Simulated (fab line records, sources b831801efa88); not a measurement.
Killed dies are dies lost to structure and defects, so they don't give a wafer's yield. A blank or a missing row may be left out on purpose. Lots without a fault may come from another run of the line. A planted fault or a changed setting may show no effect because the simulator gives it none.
One fault seen from 2 desks | flow sfq_line | each desk has only its own numbers; what lay behind them comes last

THE METROLOGY DESK
What the gauges read, lot by lot, whatever tool the lot ran on: means of the sampled wafers that have a number. A lot is out of limits, marked OUT, if its mean lies more than 4 standard deviations from the usual mean; the brackets give that distance.
Columns: A = L0V_OVL at SFQ_L0V_OVL_MEAS_903, usual -3 nm
lot  | first seen here | A
L697 | day 7 14:25     | -2
L702 | day 9 08:06     | 7
L703 | day 9 22:30     | -2
L714 | day 13 03:00    | -3
L718 | day 14 04:19    | -4
This desk's finding: nothing out of limits on any of the 5 lots.

THE TOOL OWNER'S DESK: rie_diel-04
The tool's own readings at SFQ_TRILAYER_L0_VIA_BARC_OPEN_VIA_ETCH_021 (etches BARC in O2, target depth 125 nm, time 41.7 s): means of the sampled wafers that have a number, for each lot that ran on this tool. A lot is out of limits, marked OUT, if its mean lies more than 4 standard deviations from the usual mean; the brackets give that distance.
Columns: A = drypump_motor_current_A at SFQ_TRILAYER_L0_VIA_BARC_OPEN_VIA_ETCH_021, usual 5.6 A; B = oes_product_au at SFQ_TRILAYER_L0_VIA_BARC_OPEN_VIA_ETCH_021, usual 0.685 a.u.
lot  | first seen here | A   | B
L697 | day 7 14:28     | 5.1 | 0.685
L702 | day 9 08:08     | 5.3 | 0.686
L703 | day 9 22:32     | 5.3 | 0.684
L718 | day 14 04:21    | 5.0 | 0.684
This desk's finding: nothing out of limits on any of the 4 lots.

PUT TOGETHER
The metrology desk saw nothing out of limits.
The tool owner's desk saw nothing out of limits.

WHAT THE SIMULATOR HAD PUT IN
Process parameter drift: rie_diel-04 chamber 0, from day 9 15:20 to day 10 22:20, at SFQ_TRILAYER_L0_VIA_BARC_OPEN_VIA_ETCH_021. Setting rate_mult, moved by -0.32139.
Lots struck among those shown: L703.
